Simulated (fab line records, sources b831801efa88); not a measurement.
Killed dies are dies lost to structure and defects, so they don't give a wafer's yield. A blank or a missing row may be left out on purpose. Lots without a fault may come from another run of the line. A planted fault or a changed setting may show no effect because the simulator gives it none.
Problem report in the 8D (eight disciplines) form, filled by code | flow gf180mcu | the parts of the form that need people (team, actions taken, sign-off) are left out

1. THE PROBLEM
tilt_deg at GF_NSD_IMPLANT_09 reads a mean of 7.496 degrees on 6 wafers of 2 lots; wafers without a fault read 6.998 degrees with a standard deviation of 0.018. That is +28 standard deviations from the usual mean.
First seen on wafer L285.1, day 16 14:05, on implanter-01. The record holds 42 wafers of 14 lots with a number at this step. Rule for "out", or "out of limits": more than 4 standard deviations from the usual mean. The other wafers with a number count as sound.

2. WHAT IT IS AND WHAT IT IS NOT
question                    | is                     | is not
which readings at this step | tilt_deg               | faraday_current_uA
which lots                  | L285, L287             | L275, L277, L278, L279, L281, L291, L293, L294, L295, L296, L297, L298
which wafers of those lots  | all that have a number | -
read on which tools         | implanter-01           | implanter-03, implanter-04
when                        | from day 16 14:05      | up to then (15 sound wafers); but 21 sound wafers of L291, L293, L294, L295, L296, L297, L298 came after

3. SUSPECTS, AND WHAT RULES EACH OUT
Counting: a tool at a process step up to the reading stays a suspect if it ran every lot that is out and no sound lot after the first of them.
- implanter-01 at GF_NSD_IMPLANT_09: ruled out as a lasting fault. Sound lots L295 ran on it after its first lot that is out, L285 (day 16 14:05).
Left after counting: nothing in the record.

4. THE CAUSE (what the simulator had put in)
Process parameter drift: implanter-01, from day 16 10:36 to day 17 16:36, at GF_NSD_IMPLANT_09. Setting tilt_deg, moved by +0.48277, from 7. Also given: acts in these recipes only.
Counting ruled it out, wrongly.

5. THE CHAIN OF EFFECTS, in route order
Each row: a reading whose mean over the struck wafers that have a number lies more than 3 standard deviations from the usual. Only readings for which the record gives a usual standard deviation are gone through. hours: the time from each lot's start at the first step in this table that gives one to its start at this step, as a median over the lots. sigmas: the change in usual standard deviations.
hours | step              | reading  | usual         | on struck wafers | change | sigmas
0     | GF_NSD_IMPLANT_09 | tilt_deg | 6.998 degrees | 7.496            | +0.498 | +28
The process steps in it:
- GF_NSD_IMPLANT_09
Later measuring or inspecting steps at which every struck wafer that the step has a row for has a number for every such reading, and none has moved that far: GF_M2_THK_MEAS_06.

6. WHAT WOULD HAVE CAUGHT IT SOONER
In this record the first reading out of limits was taken at day 16 14:05, 3 hours after the fault began at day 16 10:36.
